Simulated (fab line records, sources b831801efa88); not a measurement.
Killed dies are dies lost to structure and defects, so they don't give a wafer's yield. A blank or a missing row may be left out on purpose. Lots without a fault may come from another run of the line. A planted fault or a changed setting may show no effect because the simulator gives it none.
Problem report in the 8D (eight disciplines) form, filled by code | flow sky130 | the parts of the form that need people (team, actions taken, sign-off) are left out

1. THE PROBLEM
LDD_HVP_TW at SKY_LDD_HVP_TW_MEAS_10 reads a mean of 406 on 6 wafers of 2 lots; wafers without a fault read 453 with a standard deviation of 4.3. That is -11 standard deviations from the usual mean.
First seen on wafer L329.1, day 27 14:02, on film_metro-02. The record holds 36 wafers of 12 lots with a number at this step. Rule for "out", or "out of limits": more than 4 standard deviations from the usual mean. The other wafers with a number count as sound.

2. WHAT IT IS AND WHAT IT IS NOT
question                    | is                           | is not
which readings at this step | LDD_HVP_TW                   | -
which lots                  | L329, L330                   | L312, L313, L315, L317, L318, L319, L323, L332, L333, L335
which wafers of those lots  | all that have a number       | -
read on which gauges        | film_metro-02, film_metro-03 | film_metro-01
when                        | from day 27 14:02            | up to then (21 sound wafers); but 9 sound wafers of L332, L333, L335 came after

3. SUSPECTS, AND WHAT RULES EACH OUT
Counting: a tool at a process step up to the reading stays a suspect if it ran every lot that is out and no sound lot after the first of them.
- the gauge at SKY_LDD_HVP_TW_MEAS_10: ruled out. The wafers that are out were read on 2 gauges (film_metro-02, film_metro-03).
- implanter-03 at SKY_LDD_HVP_IMPLANT_08: kept. It ran every lot that is out, first L329 (day 27 13:47), and no sound lot after that; its last sound lot up to then is L323 (day 25 20:23). Its own readings are out on those wafers: tilt_deg.
Left after counting: implanter-03 at SKY_LDD_HVP_IMPLANT_08.

4. THE CAUSE (what the simulator had put in)
Process parameter drift: implanter-03, from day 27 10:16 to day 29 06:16, at SKY_LDD_HVP_IMPLANT_08. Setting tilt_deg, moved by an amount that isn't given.
Counting left only this tool.

5. THE CHAIN OF EFFECTS, in route order
Each row: a reading whose mean over the struck wafers that have a number lies more than 3 standard deviations from the usual. Only readings for which the record gives a usual standard deviation are gone through. hours: the time from each lot's start at the first step in this table that gives one to its start at this step, as a median over the lots. sigmas: the change in usual standard deviations.
hours | step                   | reading    | usual          | on struck wafers | change  | sigmas
0     | SKY_LDD_HVP_IMPLANT_08 | tilt_deg   | 17.902 degrees | -0.005           | -17.907 | -99 or more
0     | SKY_LDD_HVP_TW_MEAS_10 | LDD_HVP_TW | 453            | 406              | -48     | -11
The process steps in it:
- SKY_LDD_HVP_IMPLANT_08

6. WHAT WOULD HAVE CAUGHT IT SOONER
In this record the first reading out of limits at a measuring or inspecting step was taken at day 27 14:02, 4 hours after the fault began at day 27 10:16.
The tool's own readings at SKY_LDD_HVP_IMPLANT_08 were out on every struck wafer that the step has a row for (tilt_deg): an alarm limit on them would have fired on the first of those.
Of the lots that are out (2), L330 began SKY_LDD_HVP_IMPLANT_08 on implanter-03 after day 27 14:02. A hold on the tool at that time would have spared it.
